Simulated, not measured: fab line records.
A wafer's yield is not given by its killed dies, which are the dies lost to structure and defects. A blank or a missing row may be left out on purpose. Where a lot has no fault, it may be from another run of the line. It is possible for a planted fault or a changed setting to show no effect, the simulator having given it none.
Split-lot study -- flow gf180mcu -- 23 wafers read from 5 lots, route of 602 steps

== SPLIT DETAILS ==
At GF_MIM_SPUTTER_09 (material TiN, target thk 35 nm, time 29.2 s), the setting time_s was moved away from the recipe's 29.2 s on 6 of the 23 wafers read, by -9.5% to +12.7%. For the rest of the wafers, this setting stayed at what the recipe calls for.

The reading comes from the split's own step.

== THE READING ==
TiN_of_MIM_SPUTTER_09.thk_nm (the simulator's own value, which no gauge read), in nm, at GF_MIM_SPUTTER_09 (material TiN, target thk 35 nm, time 29.2 s). There is no usual value for it anywhere in the file. Average 35.08 nm, standard deviation 0.16 nm, over the 17 wafers here run with the recipe.

wafer,"tool, chamber at the split","time_s as run, s",against the recipe,"TiN_of_MIM_SPUTTER_09.thk_nm, nm",against lot-mates on the recipe
L077.4,"pvd_sputter-01, -",29.2,recipe,35.06,-
L077.5,"pvd_sputter-01, -",29.2,recipe,34.93,-
L077.6,"pvd_sputter-01, -",29.2,recipe,34.92,-
L081.1,"pvd_sputter-02, -",27.74,-5.0%,33.27,-1.94
L081.2,"pvd_sputter-02, -",29.2,recipe,35.07,-
L081.3,"pvd_sputter-02, -",29.2,recipe,35.21,-
L081.5,"pvd_sputter-02, -",27.74,-5.0%,33.15,-2.06
L081.6,"pvd_sputter-02, -",29.2,recipe,35.34,-
L080.1,"pvd_sputter-01, -",29.2,recipe,34.79,-
L080.2,"pvd_sputter-01, -",29.2,recipe,35.1,-
L080.3,"pvd_sputter-01, -",29.2,recipe,35.08,-
L080.4,"pvd_sputter-01, -",29.2,recipe,35.2,-
L080.6,"pvd_sputter-01, -",29.2,recipe,35.33,-
L083.1,"pvd_sputter-03, -",29.2,recipe,34.77,-
L083.2,"pvd_sputter-03, -",32.92,+12.7%,39.59,+4.59
L083.3,"pvd_sputter-03, -",32.92,+12.7%,39.47,+4.47
L083.4,"pvd_sputter-03, -",29.2,recipe,35.18,-
L083.5,"pvd_sputter-03, -",29.2,recipe,35.05,-
L084.1,"pvd_sputter-01, -",26.44,-9.5%,31.45,-3.63
L084.2,"pvd_sputter-01, -",26.44,-9.5%,31.39,-3.69
L084.3,"pvd_sputter-01, -",29.2,recipe,35.11,-
L084.4,"pvd_sputter-01, -",29.2,recipe,35.19,-
L084.5,"pvd_sputter-01, -",29.2,recipe,34.95,-

THE FIT
A straight line over all 23 wafers: TiN_of_MIM_SPUTTER_09.thk_nm changes by +0.364 nm for each +1% of time_s; r = +1.00; the points scatter about the line by 0.17 nm.
The same after taking each lot's own level away (the mean of its wafers on the recipe; 23 wafers): +0.37 nm for each +1%; r = +1.00; scatter 0.15 nm.
According to that fit, moving time_s by its largest amount changes the reading by 4.7 nm.
From 34.970 to 35.207 nm: that is the span of the lots' own levels, equal to 1.5 times the standard deviation above.
So the lot-to-lot level changes the slope little: the two slopes agree.
Check: +4.7 nm against its lot-mates is what the line predicts for one of the wafers moved furthest among these (+12.7%) when that wafer is left out of the fit. Against them it came out at +4.59 nm.

== THESE WAFERS: OTHER SPLITS ==
Other splits were also applied to these wafers ahead of the reading. Each is held against what the fit with the lots' levels taken away leaves over:
other split on the same wafers,wafers away from the commonest value,r with TiN_of_MIM_SPUTTER_09.thk_nm (lot level and that fit taken away)
GF_M3_COAT_09 resist_thk_nm,10,+0.19
GF_V3_DEVELOP_13 develop_time_s,8,+0.41
GF_M4_SPUTTER_04 time_s,7,+0.36
GF_M4_METAL_ETCH_16 icp_w,11,-0.20
GF_V4_SPUTTER_22 time_s,11,-0.16
GF_MIM_SPUTTER_08 power_w,7,-0.13

== THE FILE'S OWN FIT ==
TiN_of_MIM_SPUTTER_09.thk_nm changes by +0.37 nm for each +1% of time_s, r = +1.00.
